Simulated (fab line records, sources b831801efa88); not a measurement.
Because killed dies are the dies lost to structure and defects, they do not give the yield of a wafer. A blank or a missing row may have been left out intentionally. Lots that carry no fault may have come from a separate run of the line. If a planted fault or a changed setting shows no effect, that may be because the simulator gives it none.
Matching of chambers | flow gf180mcu | GF_V5_CMP_04 on cmp-02: 4 sister chambers
The step polishes SiO2. 4 wafers are shown with their chamber, then 7 later ones without.

WAFERS PAIRED WITH THEIR CHAMBERS
wafer  | chamber | motorCurrentA (A)
L709.2 | 1       | 10.1
L709.6 | 2       | 15.1
L711.2 | 3       | 12.7
L711.3 | 0       | 13.5

WAFERS WITH NO CHAMBER GIVEN
wafer  | motorCurrentA (A)
L711.4 | 15.1
L721.1 | 10.7
L721.4 | 12.7
L721.5 | 13.3
L724.2 | 13.3
L724.5 | 14.7
L724.6 | 12.6

WHICH CHAMBER EACH ONE RAN IN
wafer  | from the rows above     | in truth
L711.4 | 2                       | 2
L721.1 | 1                       | 1
L721.4 | 3                       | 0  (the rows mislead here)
L721.5 | can't be placed: 0 or 3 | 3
L724.2 | can't be placed: 0 or 3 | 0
L724.5 | 2                       | 2
L724.6 | 3                       | 3
Correctly placed: 4 of 7. Cannot be placed on the basis of these rows: 2; the candidates contain the true chamber in 2. Number placed wrongly: 1.
How it was worked out, from the rows above alone: a wafer's distance from a chamber is the root of the sum, over the readings, of the square of ((its reading less the chamber's mean) divided by the reading's scatter). If the next closest chamber is less than 2 further off than the closest, the wafer can't be placed; otherwise it belongs to the closest. Each chamber's mean is taken over the wafers shown for it. The scatter: with one shown wafer a chamber, the root of the mean of the squares of how far each hidden wafer lies from its nearest shown one.
